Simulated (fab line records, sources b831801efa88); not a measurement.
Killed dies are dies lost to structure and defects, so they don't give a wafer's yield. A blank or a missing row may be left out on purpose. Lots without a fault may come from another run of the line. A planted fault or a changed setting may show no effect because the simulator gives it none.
A struck lot beside a sound one | flow sky130 | 15 steps out of a route of 708
Sound: wafers L385.1, L385.3, L385.5. Struck: wafers L386.2, L386.3, L386.4. The cause comes at the end.
At each step with rows: each side's tool, then ch and its chambers, then its first start. Under that, the readings that differ: sound wafers | struck wafers | difference of the means | sigmas: that difference in standard deviations of wafers without a fault.
alike: readings whose means differ by less than 2 such deviations, and words and numbers that are the same on both sides. not compared: withheld readings, readings that some wafer has no value for, bounds like >300 that may hide the same value, and numbers for which the record gives no deviation and whose values overlap.
The two part at a step that has a row with sigmas, a row that says differs or no value, or rows on one side only. Numbers that don't overlap but have no deviation are shown without sigmas and don't part them. A reading that every wafer of one side lacks parts them only if that side has two wafers or more.

SKY_SD_N_RS_MEAS_16: measures by four-point-probe.
  sound on film_metro-01, day 28 20:17; struck on film_metro-04, day 30 13:07
  alike: SD_N_RS
SKY_SD_N_RS_MEAS_17: measures by four-point-probe.
  sound on film_metro-01, day 28 20:25; struck on film_metro-04, day 30 13:14
  alike: SD_P_RS
SKY_SD_N_RS_MEAS_18: measures by four-point-probe.
  sound on film_metro-01, day 28 20:32; struck on film_metro-04, day 30 13:21
  alike: RES_XHIGH_RS
then, 2 steps without rows for these wafers: SKY_SALICIDE_CLEAN_00 (cleans in HF-last, time 30 s); SKY_LI_CONTACT_HDPCVD_00 (deposits PSG, target thk 930 nm, time 155 s).
SKY_LI_CONTACT_THK_MEAS_01:
  sound on film_metro-03, day 28 20:50; struck on film_metro-04, day 30 13:35
  alike: LI_CONTACT_HDPCVD_THK
SKY_LI_CONTACT_CMP_02: polishes PSG.
  sound on cmp-01 ch 1,2, day 28 20:53; struck on cmp-02 ch 0,2,3, day 30 13:38
  alike: motor_current_A, time_to_endpoint_s
SKY_LI_CONTACT_BOW_MEAS_03:
  sound on film_metro-04, day 28 21:11; struck on film_metro-01, day 30 13:57
  alike: LI_CONTACT_BOW
then, 4 steps without rows for these wafers: SKY_LI_CONTACT_DEHYDRATE_04 (time 60 s); SKY_LI_CONTACT_HMDS_05 (prime time 60 s); SKY_LI_CONTACT_COAT_06 (resist thk 60 nm); SKY_LI_CONTACT_COAT_07 (resist thk 450 nm).
SKY_LI_CONTACT_SOFTBAKE_08: time 90 s.
  sound on litho_track-01 ch 0, day 29 11:00; struck on litho_track-01 ch 0, day 31 03:00
  reading                  | sound             | struck               | difference | sigmas
  heater_power_total_W (W) | 57.23 57.26 57.36 | 58.34 58.00 57.94    | +0.81      | +7
  plate_temp_C (C)         | 99.98 99.91 99.98 | 100.82 100.94 101.08 | +0.99      | +8
then, 1 step without rows for these wafers: SKY_LI_CONTACT_EXPOSE_09 (exposes mask LICM1, target cd 170 nm).
-- the record jumps here: 17 days lie between the struck wafers' starts before and after (it left off in module LI_CONTACT and takes up again in module PAD_OPEN, whose first step shown is number 708 of the route) --
SKY_PAD_OPEN_PROBE_99:
  sound on prober-01, day 46 11:15; struck on prober-02, day 47 15:08
  alike: killed_at_M0_to_M3, killed_at_M4_up, killed_at_contacts, killed_at_front_end, killed_at_other, killed_dies, killed_open, killed_short

WHERE THEY PART
Only at SKY_LI_CONTACT_SOFTBAKE_08, within this record. Later steps at which nothing parts them and some readings are alike: SKY_PAD_OPEN_PROBE_99.

WHY: what the simulator had put in
Process parameter drift: litho_track-01, from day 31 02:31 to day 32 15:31, at SKY_LI_CONTACT_SOFTBAKE_08. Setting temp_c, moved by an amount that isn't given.
